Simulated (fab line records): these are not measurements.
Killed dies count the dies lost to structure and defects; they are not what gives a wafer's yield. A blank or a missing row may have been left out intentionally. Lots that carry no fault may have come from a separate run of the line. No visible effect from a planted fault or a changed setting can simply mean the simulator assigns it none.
Struck lot and sound lot, side by side -- flow sky130 -- 21 steps out of a route of 708
Sound: the wafers L412.2, L412.4, L412.6. Wafers L418.1, L418.2, L418.3 were the ones struck. The cause is given at the end.
Per side, at each step with rows, come the tool, then ch with its chambers, and then its first start. Under that, the readings that differ: sound wafers -- struck wafers -- difference of the means -- sigmas: that difference in standard deviations of wafers without a fault.
alike: same words and numbers on both sides, and readings whose means sit less than 2 such deviations apart. not compared: any withheld reading, any reading some wafer has no value for, any bound like >300 that may hide the same value, and any number with overlapping values for which the record gives no deviation.
A row with sigmas, a row that says differs or no value, or rows on one side alone: a step with any of these is where the two part. Non-overlapping numbers with no deviation appear without sigmas and do not part them. Lack of a reading on every wafer of one side parts them only where that side has two or more wafers.

first, 5 steps without rows for these wafers: SKY_VT_ADJUST_HVTR_COAT_02 (resist thk 1140 nm); SKY_VT_ADJUST_HVTR_SOFTBAKE_03 (time 60 s); SKY_VT_ADJUST_HVTR_EXPOSE_04 (exposes mask HVTRM, target cd 380 nm); SKY_VT_ADJUST_HVTR_PEB_05; SKY_VT_ADJUST_HVTR_DEVELOP_06 (develop time 60 s).
SKY_VT_ADJUST_HVTR_CD_MEAS_07 targets a cd of 380 nm.
  sound on cd_sem-01 at day 11 15:57; struck on cd_sem-02 at day 13 13:35
  alike: cd_nm
SKY_VT_ADJUST_HVTR_OVL_MEAS_08:
  sound on overlay-01 at day 11 16:04; struck on overlay-01 at day 13 13:43
  alike: VT_ADJUST_HVTR_OVL
following that, these wafers have no rows for 1 step: SKY_VT_ADJUST_HVTR_IMPLANT_09.
SKY_VT_ADJUST_HVTR_STRIP_10: strips in O2/N2.
  sound on plasma_asher-03 ch 0,1, day 11 16:14; struck on plasma_asher-03 ch 0,1, day 13 13:54
  alike: drypump_motor_current_A, o2_flow_sccm, oes_product_au, strip_time_to_endpoint_s
  not compared: rf_hours_counter_h
SKY_VT_ADJUST_HVTR_TW_MEAS_11:
  sound on film_metro-01 at day 11 16:21; struck on film_metro-03 at day 13 14:00
  alike: VT_ADJUST_HVTR_TW
then, 2 steps without rows for these wafers: SKY_VT_ADJUST_PCH_DEHYDRATE_00 (time 60 s); SKY_VT_ADJUST_PCH_HMDS_01 (prime time 60 s).
SKY_VT_ADJUST_PCH_COAT_02: resist thk 3000 nm.
  sound on litho_track-03 ch 0, day 12 04:25; struck on litho_track-03 ch 0, day 14 02:23
reading,sound,struck,difference,sigmas
spin_speed_rpm (rpm),2000.0 2000.2 1999.8,1715.8 1714.8 1715.9,-284.5,-99 or more
model.coat_of_VT_ADJUST_PCH_COAT_02.thk_nm (nm),2998 3014 3011,3256 3242 3249,+241,
then, 3 steps without rows for these wafers: SKY_VT_ADJUST_PCH_SOFTBAKE_03; SKY_VT_ADJUST_PCH_EXPOSE_04 (exposes mask NWM, target cd 840 nm); SKY_VT_ADJUST_PCH_PEB_05.
SKY_VT_ADJUST_PCH_DEVELOP_06: develop time 60 s.
  sound on litho_track-02 ch 0; struck on litho_track-04 ch 0
reading,sound,struck,difference,sigmas
model.coat_of_VT_ADJUST_PCH_COAT_02.thk_nm (nm),2993 3010 3007,3251 3238 3244,+241,
SKY_VT_ADJUST_PCH_OVL_MEAS_07:
  sound on overlay-02 at day 12 17:21; struck on overlay-01 at day 14 14:56
  alike: VT_ADJUST_PCH_OVL
following that, these wafers have no rows for 1 step: SKY_VT_ADJUST_PCH_IMPLANT_08.
SKY_VT_ADJUST_PCH_STRIP_09: strips in O2/N2.
  sound on plasma_asher-04 ch 0,1, day 12 17:32; struck on plasma_asher-01 ch 0,1, day 14 15:08
reading,sound,struck,difference,sigmas
strip_time_to_endpoint_s (s),36.89 37.07 37.06,39.81 39.70 39.76,+2.75,+28
  alike: drypump_motor_current_A, o2_flow_sccm, oes_product_au
  not compared: rf_hours_counter_h
SKY_VT_ADJUST_PCH_TW_MEAS_10:
  sound on film_metro-01 at day 12 17:38; struck on film_metro-02 at day 14 15:14
  alike: VT_ADJUST_PCH_TW

== WHERE THEY PART ==
First at SKY_VT_ADJUST_PCH_COAT_02; last, within this record, at SKY_VT_ADJUST_PCH_STRIP_09. Later steps at which nothing parts them and some readings are alike: SKY_VT_ADJUST_PCH_TW_MEAS_10.

WHY: what had been put in by the simulator
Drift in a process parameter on litho_track-03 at SKY_VT_ADJUST_PCH_COAT_02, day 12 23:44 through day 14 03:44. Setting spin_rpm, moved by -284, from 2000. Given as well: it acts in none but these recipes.
